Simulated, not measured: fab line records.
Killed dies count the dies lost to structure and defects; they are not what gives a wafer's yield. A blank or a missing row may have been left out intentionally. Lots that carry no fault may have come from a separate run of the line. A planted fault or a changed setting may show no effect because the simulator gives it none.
One fault seen from 2 desks    flow gf180mcu    only its own numbers are on each desk; what lay behind them is given at the end

== AT THE METROLOGY DESK ==
Lot by lot, what the gauges showed, no matter which tool ran the lot: averages of those sampled wafers that carry a number. Marked OUT: a lot whose mean sits more than 4 standard deviations from the usual mean, which makes it out of limits; the brackets give that distance.
Columns: A = NWELL_RS at GF_VT_IMPLANT_RS_MEAS_47, usual 487.0 ohm/sq; B = POLY_GATE_CVD_00_THK at GF_POLY_GATE_THK_MEAS_01, usual 200.0 nm; C = SAB_CVD_00_THK at GF_SAB_THK_MEAS_01, usual 50.1 nm
lot   first seen here  A      B                C
L591  day 7 16:06      486.3  199.3            50.5
L592  day 8 06:26      487.4  197.0            50.7
L594  day 8 17:59      486.2  200.5            49.7
L593  day 8 19:28      486.8  200.9            50.3
L595  day 9 01:22      488.0  197.2            49.4
L596  day 9 04:04      488.1  198.6            49.8
L598  day 10 03:35     486.7  199.7            49.4
L600  day 10 06:26     485.6  199.4            50.6
L601  day 10 08:25     489.8  200.5            50.6
L603  day 11 05:29     485.9  199.5            50.7
L607  day 12 07:30     485.3  200.7            50.0
L608  day 12 10:55     487.0  132.4 (-36) OUT  49.3
This desk finds L608 out of limits, with the earliest case on L608 at day 13 11:32 (POLY_GATE_CVD_00_THK at GF_POLY_GATE_THK_MEAS_01). Within limits: L591, L592, L594, L593, L595, L596, L598, L600, L601, L603, L607.

== DESK OF THE TOOL OWNER: lpcvd-02 ==
The tool's own readings at GF_POLY_GATE_CVD_00 (deposits poly-Si, target thk 200 nm, time 1200 s): means of the sampled wafers that have a number, for each lot that ran on this tool. Marked OUT: a lot whose mean sits more than 4 standard deviations from the usual mean, which makes it out of limits; the brackets give that distance.
Columns: A = spike-tc-upper-C at GF_POLY_GATE_CVD_00, usual 619.3 C
lot   first seen here  A
L591  day 8 11:44      618.1
L592  day 9 03:23      619.0
L593  day 9 17:56      620.0
L595  day 9 23:02      618.8
L596  day 10 04:31     618.7
L598  day 11 05:36     620.0
L600  day 11 08:22     618.4
L601  day 11 08:22     618.5
L608  day 13 10:12     618.7
This desk found nothing out of limits on any of the 9 lots.

== PUT TOGETHER ==
An alarm was possible from the metrology desk at day 13 11:32, on L608.
Nothing out of limits was seen by the tool owner's desk.
Tool owner's desk: L608 on record, inside its limits.
Of the lots named, all ran GF_POLY_GATE_CVD_00 on lpcvd-02.

== WHAT WAS PUT IN BY THE SIMULATOR ==
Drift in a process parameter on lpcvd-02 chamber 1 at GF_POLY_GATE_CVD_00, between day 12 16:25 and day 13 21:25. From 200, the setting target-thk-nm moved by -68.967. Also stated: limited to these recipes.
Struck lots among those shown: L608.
Per desk, hours elapsed from the start of the fault to the first reading out of limits: for the metrology desk, 19.
